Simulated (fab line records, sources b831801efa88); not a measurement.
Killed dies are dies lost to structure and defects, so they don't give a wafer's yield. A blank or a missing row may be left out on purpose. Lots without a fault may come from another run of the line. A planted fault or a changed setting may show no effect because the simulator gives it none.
One fault seen from 2 desks | flow gf180mcu | each desk has only its own numbers; what lay behind them comes last

THE TOOL OWNER'S DESK: rie_diel-01
The tool's own readings at GF_PASSIVATION_ETCH_11 (etches the open film in CF4/O2, stops on TiN, target depth 2040 nm, time 453.3 s): means of the sampled wafers that have a number, for each lot that ran on this tool. A lot is out of limits, marked OUT, if its mean lies more than 4 standard deviations from the usual mean; the brackets give that distance.
Columns: A = bias_w at GF_PASSIVATION_ETCH_11, usual 149.9 W; B = drypump_motor_current_A at GF_PASSIVATION_ETCH_11, usual 5.8 A; C = oes_product_au at GF_PASSIVATION_ETCH_11, usual 0.989 a.u.; D = rf_fwd_power_W at GF_PASSIVATION_ETCH_11, usual 798.8 W; E = run_length_s at GF_PASSIVATION_ETCH_11, usual 481.6 s; F = throttle_valve_pct at GF_PASSIVATION_ETCH_11, usual 5.967 %
lot  | first seen here | A     | B   | C                | D     | E                       | F
L664 | day 28 23:10    | 149.5 | 5.7 | 0.995            | 801.1 | 481.5                   | 5.971
L665 | day 29 01:10    | 150.4 | 5.7 | 0.992            | 796.0 | 481.4                   | 5.974
L671 | day 31 01:41    | 150.2 | 6.0 | 0.927 (-8.2) OUT | 796.6 | 543.2 (+99 or more) OUT | 5.945
L672 | day 31 10:49    | 150.1 | 5.6 | 0.924 (-8.5) OUT | 798.3 | 543.7 (+99 or more) OUT | 5.946
L685 | day 34 17:32    | 149.7 | 5.9 | 0.991            | 797.9 | 481.2                   | 5.975
This desk's finding: out of limits on L671, L672; first on L671, day 31 01:41 (oes_product_au at GF_PASSIVATION_ETCH_11). In limits: L664, L665, L685.

THE METROLOGY DESK
What the gauges read, lot by lot, whatever tool the lot ran on: means of the sampled wafers that have a number. A lot is out of limits, marked OUT, if its mean lies more than 4 standard deviations from the usual mean; the brackets give that distance.
Columns: A = M5_OVL at GF_M5_OVL_MEAS_08, usual -2 nm; B = TOP_METAL_ALCU_THK at GF_TOP_METAL_THK_MEAS_06, usual 888 nm
lot  | first seen here | A  | B
L664 | day 26 06:20    | 4  | 886
L665 | day 26 09:25    | -3 | 899
L668 | day 27 12:28    | -5 | 864
L669 | day 27 23:08    | 4  | 892
L671 | day 28 13:45    | -0 | 882
L672 | day 28 23:38    | -3 | 882
L677 | day 30 08:58    | 4  | 889
L680 | day 31 12:02    | -5 | 882
L682 | day 31 18:02    | -0 | 904
L685 | day 32 14:13    | -2 | 897
L686 | day 32 14:34    | -3 | 876
This desk's finding: nothing out of limits on any of the 11 lots.

PUT TOGETHER
The tool owner's desk could have raised an alarm at day 31 01:41, on L671, L672.
The metrology desk saw nothing out of limits.
The metrology desk has L671, L672 on record, within its limits.
Of the lots named, all ran GF_PASSIVATION_ETCH_11 on rie_diel-01.

WHAT THE SIMULATOR HAD PUT IN
Process parameter drift: rie_diel-01, from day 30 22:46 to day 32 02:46, at GF_PASSIVATION_ETCH_11. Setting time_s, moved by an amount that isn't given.
Lots struck among those shown: L671, L672.
Hours from the fault's start to each desk's first reading out of limits: the tool owner's desk, 3.
